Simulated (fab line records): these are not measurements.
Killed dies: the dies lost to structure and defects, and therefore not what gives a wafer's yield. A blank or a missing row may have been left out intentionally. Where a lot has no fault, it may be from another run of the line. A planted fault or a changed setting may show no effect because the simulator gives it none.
Struck lot and sound lot, side by side    flow sky130    16 steps out of a route of 708
Sound: wafers L476.1, L476.5, L476.6. Wafers L478.4, L478.5, L478.6 were the ones struck. The cause is named last.
Each step with rows lists, per side, the tool, then ch with its chambers, then its first start. Under that, the readings that differ: sound wafers    struck wafers    difference of the means    sigmas: that difference in standard deviations of wafers without a fault.
alike: a reading whose means differ by less than 2 such deviations, as well as words and numbers matching on both sides. not compared: withheld readings; readings where some wafer has no value; bounds like >300 that might hide an equal value; numbers whose values overlap and for which the record gives no deviation.
A row with sigmas, a row that says differs or no value, or rows on one side alone: a step with any of these is where the two part. Non-overlapping numbers with no deviation appear without sigmas and do not part them. A reading that every wafer of one side lacks parts them only if that side has two wafers or more.

first, 1 step without rows for these wafers: SKY_VT_ADJUST_HVTR_DEVELOP_06 (develop time 60 s).
SKY_VT_ADJUST_HVTR_CD_MEAS_07: target cd 380 nm.
  sound: cdSem-01 at day 11 11:13; struck: cdSem-01 at day 12 06:08
  alike: cdNm
SKY_VT_ADJUST_HVTR_OVL_MEAS_08:
  sound: overlay-01 at day 11 11:20; struck: overlay-02 at day 12 06:13
  alike: VT_ADJUST_HVTR_OVL
after that, 1 step had no rows for these wafers: SKY_VT_ADJUST_HVTR_IMPLANT_09.
SKY_VT_ADJUST_HVTR_STRIP_10: strips in O2/N2.
  sound on plasmaAsher-01 ch 0,1, day 11 11:31; struck on plasmaAsher-01 ch 0,1, day 12 06:25
  alike: drypumpMotorCurrentA, oesProductAu, stripTimeToEndpointS
  not compared: rfHoursCounterH
SKY_VT_ADJUST_HVTR_TW_MEAS_11:
  sound: filmMetro-03 at day 11 11:37; struck: filmMetro-03 at day 12 06:30
  alike: VT_ADJUST_HVTR_TW
then, 6 steps without rows for these wafers: SKY_VT_ADJUST_PCH_DEHYDRATE_00 (time 60 s); SKY_VT_ADJUST_PCH_HMDS_01 (prime time 60 s); SKY_VT_ADJUST_PCH_COAT_02 (resist thk 3000 nm); SKY_VT_ADJUST_PCH_SOFTBAKE_03; SKY_VT_ADJUST_PCH_EXPOSE_04 (exposes mask NWM, target cd 840 nm); SKY_VT_ADJUST_PCH_PEB_05.
SKY_VT_ADJUST_PCH_DEVELOP_06: develop time 60 s.
  sound on lithoTrack-01 ch 0, day 12 11:00; struck on lithoTrack-03 ch 0, day 13 06:00
  alike: developerTempC
SKY_VT_ADJUST_PCH_OVL_MEAS_07:
  sound: overlay-02 at day 12 11:31; struck: overlay-02 at day 13 07:00
reading                 sound        struck  difference                     sigmas
VT_ADJUST_PCH_OVL (nm)  2.1 1.8 2.9  - - -   no value on the struck wafers  
after that, 1 step had no rows for these wafers: SKY_VT_ADJUST_PCH_IMPLANT_08.
-- the record jumps here: 35 days lie between the struck wafers' starts before and after (it left off in module VT_ADJUST_PCH and takes up again in module PAD_OPEN, whose first step shown is number 708 of the route) --
SKY_PAD_OPEN_PROBE_99:
  sound: prober-01 at day 47 14:55; struck: prober-01 at day 48 04:22
reading           sound     struck                                                             difference                    sigmas
hold              - - -     awaitDispo/2.5h/scrap awaitDispo/2.5h/scrap awaitDispo/2.5h/scrap  no value on the sound wafers  
killedAtFrontEnd  27 18 13  433 423 438                                                        +412                          +90
killedDies        90 88 89  492 492 492                                                        +403                          +41
killedOnRim       23 19 19  96 96 96                                                           +76                           +19
  alike: killed_at_M0_to_M3, killed_at_M4_up, killedAtContacts, killedAtOther, killedOpen, killedShort

== WHERE THEY PART ==
First at SKY_VT_ADJUST_PCH_OVL_MEAS_07; last, within this record, at SKY_PAD_OPEN_PROBE_99.

WHY: what the simulator had put in
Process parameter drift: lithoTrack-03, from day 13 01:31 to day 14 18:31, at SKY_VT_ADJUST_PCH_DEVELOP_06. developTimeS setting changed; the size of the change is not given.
